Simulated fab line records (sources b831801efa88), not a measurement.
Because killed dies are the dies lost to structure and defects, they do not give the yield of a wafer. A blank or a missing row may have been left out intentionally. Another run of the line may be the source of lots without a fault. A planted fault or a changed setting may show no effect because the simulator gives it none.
Commonality check across tools | flow sky130 | Sampled: 11 lots, 33 wafers

## REASON FOR OPENING
Of 11 lots, 2 have the reading GATE_OXIDE_OXIDATION_00_THK flagged at SKY_GATE_OXIDE_THK_MEAS_02. No-fault wafers: 10.22 nm, standard deviation 0.2.
Rule: a lot gets a flag if all its wafers with a number sit over 4 standard deviations from that mean, or if no wafer of it has a number. All remaining lots are regarded as sound.

lot  | measured     | on           | GATE_OXIDE_OXIDATION_00_THK (nm), wafer by wafer | flag
L516 | day 12 19:44 | filmMetro-02 | 10.66 10.63 10.46                                | 
L518 | day 13 06:51 | filmMetro-03 | 10.17 10.19 10.12                                | 
L519 | day 13 22:25 | filmMetro-03 | 9.05 8.74 8.86                                   | FLAGGED
L521 | day 14 11:03 | filmMetro-01 | 9.13 9.05 8.96                                   | FLAGGED
L529 | day 17 03:04 | filmMetro-01 | 10.18 10.15 10.09                                | 
L531 | day 17 19:45 | filmMetro-02 | 10.32 10.12 10.40                                | 
L533 | day 18 13:49 | filmMetro-01 | 9.70 9.65 9.67                                   | 
L534 | day 18 20:58 | filmMetro-02 | 10.14 10.09 10.11                                | 
L535 | day 19 08:19 | filmMetro-02 | 10.10 10.15 10.07                                | 
L538 | day 20 09:32 | filmMetro-03 | 10.36 10.37 10.16                                | 
L539 | day 20 14:36 | filmMetro-02 | 10.12 10.21 10.03                                | 
Average over the flagged lots: 8.96 nm; offset from the usual -1.26 nm, equal to -6 standard deviations.

## EACH LOT AND THE TOOL IT RAN ON
The record holds 1 process step before the reading, out of a route of 708 steps. Cell contents, in order: the tool; ch with the chambers the sampled wafers went through; the start.
lot  | flag    | SKY_GATE_OXIDE_OXIDATION_01
L516 |         | furnace-01 ch 0, day 12 18:19
L518 |         | furnace-01 ch 0, day 13 05:25
L519 | FLAGGED | furnace-01 ch 0, day 13 20:59
L521 | FLAGGED | furnace-01 ch 0, day 14 09:38
L529 |         | furnace-01 ch 0, day 17 01:38
L531 |         | furnace-02 ch 0, day 17 18:20
L533 |         | furnace-01 ch 0, day 18 12:23
L534 |         | furnace-01 ch 0, day 18 19:32
L535 |         | furnace-01 ch 0, day 19 06:54
L538 |         | furnace-01 ch 0, day 20 08:07
L539 |         | furnace-02 ch 0, day 20 13:11
What these steps do:
- SKY_GATE_OXIDE_OXIDATION_01: stabilise 600 s, purge 300 s, target thk 10.268 nm.
- SKY_GATE_OXIDE_THK_MEAS_02

## FLAGGED AGAINST TOTAL, ONE TOOL AT A TIME (gauges that did the reading follow at the end)
step                        | tool         | lots run | flagged | share of the flagged lots | sound lots run after its first flagged lot
SKY_GATE_OXIDE_OXIDATION_01 | furnace-01   | 9        | 2       | all                       | 5 (L529,L533,L534,L535,L538)
SKY_GATE_OXIDE_OXIDATION_01 | furnace-02   | 2        | 0       | none                      | -
SKY_GATE_OXIDE_THK_MEAS_02  | filmMetro-01 | 3        | 1       | some                      | 2 (L529,L533)
SKY_GATE_OXIDE_THK_MEAS_02  | filmMetro-02 | 5        | 0       | none                      | -
SKY_GATE_OXIDE_THK_MEAS_02  | filmMetro-03 | 3        | 1       | some                      | 1 (L538)

## WHAT THE TABLE PERMITS
All flagged lots share 1 row of the table, namely furnace-01 at SKY_GATE_OXIDE_OXIDATION_01.
- furnace-01 at SKY_GATE_OXIDE_OXIDATION_01 ran 9 lots, 2 of them flagged. Sound lots followed the first flagged one (L529, L533, L534, L535, L538) on it, something a lasting fault affecting the whole tool could not allow. Its own readings (spikeTcBottomC, spikeTcCentreC, spikeTcLowerC, spikeTcTopC, spikeTcUpperC, tubeCenterTempC, tube_center_temp_C_max) fall more than 4 standard deviations out on all wafers of the flagged lots.
Every row of the table either missed a flagged lot or ran a sound lot after the first.

## WHAT THE SIMULATOR HAD PUT IN
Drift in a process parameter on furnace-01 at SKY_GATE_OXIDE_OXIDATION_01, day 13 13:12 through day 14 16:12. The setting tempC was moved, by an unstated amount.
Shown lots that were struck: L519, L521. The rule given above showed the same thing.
